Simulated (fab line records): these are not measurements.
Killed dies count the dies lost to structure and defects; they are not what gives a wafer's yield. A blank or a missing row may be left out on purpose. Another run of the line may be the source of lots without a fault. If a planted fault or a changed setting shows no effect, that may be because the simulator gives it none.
Chamber matching ; flow sky130 ; SKY_LI_CONTACT_CMP_02 on cmp-01 has 4 sister chambers
The step polishes PSG. 4 wafers are shown with their chamber, then 10 later ones without.

== WAFERS, EACH WITH ITS CHAMBER ==
wafer;chamber;motorCurrentA (A)
L089.1;0;10.8
L089.5;2;13.1
L088.3;1;11.6
L088.4;3;14.5

== WAFERS WITHOUT THEIR CHAMBER ==
wafer;motorCurrentA (A)
L088.6;11.0
L085.2;13.0
L085.4;10.8
L085.6;13.9
L091.4;10.4
L091.5;13.7
L091.6;10.6
L090.1;10.8
L090.5;11.4
L090.6;12.6

== EACH ONE'S CHAMBER ==
wafer;from the rows above;in truth
L088.6;can't be placed: 0 or 1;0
L085.2;2;2
L085.4;0;0
L085.6;can't be placed: 3 or 2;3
L091.4;0;0
L091.5;can't be placed: 2 or 3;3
L091.6;0;0
L090.1;0;0
L090.5;can't be placed: 1 or 0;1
L090.6;can't be placed: 2 or 1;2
Placed correctly: 5 of 10. Can't be placed from these rows: 5 (the true chamber is among the candidates in 5). 0 placed wrongly.
How it was worked out, from the rows above alone: a wafer's distance from a chamber is the root of the sum, over the readings, of the square of ((its reading less the chamber's mean) divided by the reading's scatter). If the next closest chamber is less than 2 further off than the closest, the wafer can't be placed; otherwise it belongs to the closest. A chamber's mean is the mean of its shown wafers. The scatter: root of mean squared gap, hidden wafer to nearest shown wafer, with one shown wafer a chamber.
